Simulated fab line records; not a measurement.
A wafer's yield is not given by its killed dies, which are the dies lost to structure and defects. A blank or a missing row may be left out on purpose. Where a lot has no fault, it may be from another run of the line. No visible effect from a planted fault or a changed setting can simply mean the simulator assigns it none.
Chamber matching ; flow sky130 ; SKY_VIA3_ETCH_14 on rie diel-03: 4 sister chambers
The step etches BARC in N2/H2, stops on SiO2, time 45.9 s, target depth 60 nm. 4 wafers are shown with their chamber, then 8 later ones without.

== WAFERS PAIRED WITH THEIR CHAMBERS ==
wafer;chamber;throttle valve pct (%)
L083.6;2;13.235
L091.4;0;13.247
L091.6;1;13.217
L094.1;3;13.210

== WAFERS WITH NO CHAMBER GIVEN ==
wafer;throttle valve pct (%)
L094.2;13.219
L094.3;13.219
L094.4;13.225
L094.5;13.228
L094.6;13.230
L096.2;13.220
L096.3;13.212
L096.6;13.230

== WHICH CHAMBER EACH ONE RAN IN ==
wafer;from the rows above;in truth
L094.2;can't be placed: 1 or 3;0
L094.3;can't be placed: 1 or 3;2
L094.4;can't be placed: 1 or 2 or 3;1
L094.5;can't be placed: 2 or 1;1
L094.6;can't be placed: 2 or 1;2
L096.2;can't be placed: 1 or 3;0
L096.3;can't be placed: 3 or 1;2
L096.6;can't be placed: 2 or 1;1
0 of 8 placed correctly. Not placeable from these rows: 8 (in 4, the candidates include the true chamber). 0 placed wrongly.
How it was worked out, from the rows above alone: a wafer's distance from a chamber is the root of the sum, over the readings, of the square of ((its reading less the chamber's mean) divided by the reading's scatter). If the next closest chamber is less than 2 further off than the closest, the wafer can't be placed; otherwise it belongs to the closest. The mean given for a chamber averages the wafers shown for that chamber. The scatter (one wafer shown for each chamber): square how far every hidden wafer sits from the nearest shown wafer, average those squares and take the square root.
